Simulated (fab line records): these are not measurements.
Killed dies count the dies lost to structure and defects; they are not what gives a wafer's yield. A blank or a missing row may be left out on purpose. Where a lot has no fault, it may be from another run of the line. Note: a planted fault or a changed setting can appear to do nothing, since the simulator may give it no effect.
Which tool is to blame? -- flow sky130 -- Sampling: 6 lots, 18 wafers, 2 of 708 route steps

== WHAT THE GAUGES READ, wafer by wafer ==
SKY_POLY_CUT_OVL_MEAS_09.
lot,measured,on,POLY_CUT_OVL (nm)
L507,day 24 10:41,overlay-02,3 -1 -3
L509,day 25 07:23,overlay-01,-4 -6 -2
L513,day 27 03:12,overlay-01,-1 1 -1
L520,day 28 21:53,overlay-01,-7 -2 -1
L523,day 31 01:02,overlay-02,0 0 -1
L528,day 31 13:57,overlay-02,1 -4 -3

== EACH LOT AND THE TOOL THAT RAN IT (in order: tool; ch and the chambers of the sampled wafers; start) ==
lot,SKY_LDD_LDN_STRIP_12
L507,"plasma asher-01 ch 0,1, day 23 02:25"
L509,"plasma asher-04 ch 0,1, day 23 22:26"
L513,"plasma asher-01 ch 0,1, day 25 20:56"
L520,"plasma asher-03 ch 0,1, day 27 16:32"
L523,"plasma asher-04 ch 0,1, day 29 19:23"
L528,"plasma asher-03 ch 0,1, day 30 09:17"
- SKY_LDD_LDN_STRIP_12: strips in O2/N2.

== THE ANSWER, worked out from the rows above alone ==
Rule: the usual values come from the lots themselves. Put in order of their means at a reading, lots are off if they are a third of the lots or fewer, leave a main group of 4 or more, and stand apart from it by a gap of 3 or more times the standard deviation of the main group's means; of several such gaps the widest counts. A main group is skipped when, at the precision printed for the reading in the tables above, its means are all equal. Also off: a lot with no number at a reading for which 4 or more lots have one. Where the step has rows for the other lots, those lots are counted as sound.
No lot is off on any of the readings shown, so nothing can be concluded from this.

== WHAT THE SIMULATOR HAD PUT IN ==
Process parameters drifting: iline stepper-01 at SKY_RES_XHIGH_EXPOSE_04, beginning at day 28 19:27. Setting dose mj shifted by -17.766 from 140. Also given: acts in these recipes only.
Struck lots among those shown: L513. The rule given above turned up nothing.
